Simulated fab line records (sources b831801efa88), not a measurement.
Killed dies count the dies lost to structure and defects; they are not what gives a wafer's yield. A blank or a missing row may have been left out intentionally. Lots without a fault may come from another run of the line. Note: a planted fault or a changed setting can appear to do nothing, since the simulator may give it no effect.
What tool caused it? ; flow sky130 ; 12 lots with 36 wafers sampled at 5 steps, on a route of 708 steps

== WHAT EACH GAUGE READ, for each wafer ==
SKY_FIELD_ISO_THK_MEAS_04.
lot;measured;on;FIELD_ISO_CVD_03_THK (nm)
L399;day 1 13:30;film_metro-03;163.0 162.8 162.9
L401;day 2 00:34;film_metro-01;166.8 166.8 167.3
L402;day 2 05:23;film_metro-04;162.7 161.1 160.0
L403;day 2 12:18;film_metro-04;164.4 164.0 163.4
L408;day 3 10:29;film_metro-03;165.4 165.6 165.1
L409;day 3 16:15;film_metro-04;164.8 165.7 163.6
L414;day 4 18:47;film_metro-03;167.0 167.0 166.1
L415;day 4 22:29;film_metro-03;166.5 165.3 165.4
L416;day 5 02:52;film_metro-03;163.9 162.4 163.5
L418;day 5 12:29;film_metro-03;166.2 164.7 165.4
L419;day 5 19:30;film_metro-04;165.5 165.2 165.7
L420;day 5 23:32;film_metro-03;165.0 166.1 164.3

SKY_DNWELL_TW_MEAS_09.
lot;measured;on;DNWELL_TW
L399;day 3 07:45;film_metro-02;1110 1119 1120
L401;day 3 16:55;film_metro-02;1116 1111 1123
L402;day 3 20:37;film_metro-03;1124 1130 1126
L403;day 4 03:11;film_metro-02;1119 1117 1122
L408;day 5 05:02;film_metro-02;1119 1117 1120
L409;day 5 09:20;film_metro-02;1120 1122 1128
L414;day 6 12:32;film_metro-02;1128 1124 1117
L415;day 6 17:08;film_metro-03;1128 1123 1125
L416;day 7 00:48;film_metro-02;1118 1117 1119
L418;day 7 08:59;film_metro-02;1121 1122 1127
L419;day 7 17:19;film_metro-01;1110 1112 1107
L420;day 7 22:23;film_metro-02;1118 1117 1119

== TOOL THAT RAN EACH LOT (tool first, then ch and the chambers of the sampled wafers, then the start) ==
lot;SKY_FIELD_ISO_ETCH_17;SKY_DNWELL_COAT_02;SKY_DNWELL_STRIP_08
L399;rie_si-01 ch 1,3, day 2 04:16;litho_track-01 ch 0, day 2 23:50;plasma_asher-01 ch 0,1, day 3 07:40
L401;rie_si-02 ch 1,2, day 2 15:40;litho_track-02 ch 0, day 3 08:23;plasma_asher-03 ch 0, day 3 16:48
L402;rie_si-01 ch 0,2,3, day 2 20:55;litho_track-01 ch 0, day 3 12:34;plasma_asher-02 ch 0, day 3 20:30
L403;rie_si-01 ch 0,1,3, day 3 03:22;litho_track-01 ch 0, day 3 17:44;plasma_asher-02 ch 0,1, day 4 03:05
L408;rie_si-02 ch 0,3, day 4 03:37;litho_track-03 ch 0, day 4 20:08;plasma_asher-01 ch 0,1, day 5 04:56
L409;rie_si-01 ch 0,3, day 4 10:07;litho_track-01 ch 0, day 5 00:14;plasma_asher-02 ch 0, day 5 09:14
L414;rie_si-01 ch 0,2,3, day 5 11:57;litho_track-01 ch 0, day 6 02:44;plasma_asher-03 ch 0,1, day 6 12:26
L415;rie_si-02 ch 0,2, day 5 17:00;litho_track-01 ch 0, day 6 07:29;plasma_asher-02 ch 0,1, day 6 17:02
L416;rie_si-01 ch 1,2,3, day 5 21:13;litho_track-03 ch 0, day 6 13:59;plasma_asher-03 ch 0,1, day 7 00:42
L418;rie_si-01 ch 0,1,2, day 6 07:13;litho_track-02 ch 0, day 6 22:57;plasma_asher-03 ch 0,1, day 7 08:53
L419;rie_si-01 ch 1,2,3, day 6 14:52;litho_track-02 ch 0, day 7 06:37;plasma_asher-03 ch 0,1, day 7 17:12
L420;rie_si-02 ch 1,2,3, day 6 18:36;litho_track-02 ch 0, day 7 11:24;plasma_asher-02 ch 0,1, day 7 22:17
- SKY_FIELD_ISO_ETCH_17: etches Si in HBr/Cl2/O2, target depth 342 nm, time 97.7 s.
- SKY_DNWELL_COAT_02: resist thk 3000 nm.
- SKY_DNWELL_STRIP_08: strips in O2/N2.

== WHAT THE TOOLS THEMSELVES READ (means of the sampled wafers that have a number; where no wafer has one, the mark that the record gives instead) ==
SKY_FIELD_ISO_ETCH_17.
lot;tool;chamber_pressure_mTorr (mTorr);drypump_motor_current_A (A);oes_product_au (a.u.);throttle_valve_pct (%)
L399;rie_si-01;15.001;5.0;0.996;25.665
L401;rie_si-02;15.010;5.9;1.009;25.642
L402;rie_si-01;15.002;5.8;1.004;25.662
L403;rie_si-01;14.999;5.4;1.001;25.644
L408;rie_si-02;14.995;5.4;1.008;25.648
L409;rie_si-01;14.994;5.7;1.002;25.651
L414;rie_si-01;15.016;5.9;1.004;25.650
L415;rie_si-02;14.990;5.1;0.999;25.653
L416;rie_si-01;14.993;5.5;0.999;25.650
L418;rie_si-01;15.012;5.7;1.013;25.657
L419;rie_si-01;14.995;5.5;1.002;25.648
L420;rie_si-02;15.001;5.8;0.996;25.649

SKY_DNWELL_COAT_02.
lot;tool;dispense_pressure_kPa (kPa);exhaust_pa (Pa)
L399;litho_track-01;58;46.1
L401;litho_track-02;53;45.7
L402;litho_track-01;58;44.5
L403;litho_track-01;58;44.6
L408;litho_track-03;49;44.8
L409;litho_track-01;58;45.4
L414;litho_track-01;58;46.5
L415;litho_track-01;58;45.8
L416;litho_track-03;49;43.9
L418;litho_track-02;53;46.4
L419;litho_track-02;53;45.2
L420;litho_track-02;53;44.3

SKY_DNWELL_STRIP_08.
lot;tool;chamber_pressure_mTorr (mTorr);drypump_motor_current_A (A);oes_product_au (a.u.);strip_time_to_endpoint_s (s)
L399;plasma_asher-01;1500.7;6.0;0.727;37.00
L401;plasma_asher-03;1500.0;5.3;0.721;37.16
L402;plasma_asher-02;1500.8;5.6;0.718;36.85
L403;plasma_asher-02;1499.8;5.9;0.720;36.96
L408;plasma_asher-01;1499.5;6.0;0.726;36.95
L409;plasma_asher-02;1499.2;5.6;0.722;37.00
L414;plasma_asher-03;1500.0;5.3;0.726;37.79
L415;plasma_asher-02;1500.9;6.2;0.724;37.66
L416;plasma_asher-03;1500.5;5.2;0.723;37.06
L418;plasma_asher-03;1500.4;5.2;0.719;36.77
L419;plasma_asher-03;1499.9;5.2;0.718;36.89
L420;plasma_asher-02;1501.6;5.9;0.723;37.00

== THE ANSWER, worked out from the rows above alone ==
Rule: the usual values come from the lots themselves. Put in order of their means at a reading, lots are off if they are a third of the lots or fewer, leave a main group of 4 or more, and stand apart from it by a gap of 3 or more times the standard deviation of the main group's means; of several such gaps the widest counts. If all means in a main group match to the digits the tables above print for the reading, that group is not used. Also off: a lot with no number at a reading for which 4 or more lots have one. The other lots that the step has rows for count as sound. After the gauges, taken in route order, come the tools' own readings; for these a lot's mean is taken, as printed above. At the first step where some lot is off, the reading lying furthest off is the one used; lots without a number count as furthest.
Off, at SKY_DNWELL_STRIP_08 on strip_time_to_endpoint_s: L414, L415. Main group: mean 36.96 s, sd 0.1.
A tool fits if, at that step or a process step before it, it ran every lot that is off, and no sound lot after the first of them. One candidate fits, namely litho_track-01 at SKY_DNWELL_COAT_02. A fault onset in the window from L409 (day 5 00:14, its last sound lot) to L414 (day 6 02:44, its first lot off) fits.

== WHAT THE SIMULATOR HAD PUT IN ==
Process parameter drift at SKY_DNWELL_COAT_02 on litho_track-01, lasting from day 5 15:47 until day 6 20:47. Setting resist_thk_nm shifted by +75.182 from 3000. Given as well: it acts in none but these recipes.
Struck lots among those shown: L414, L415. The rule given above showed the same thing.
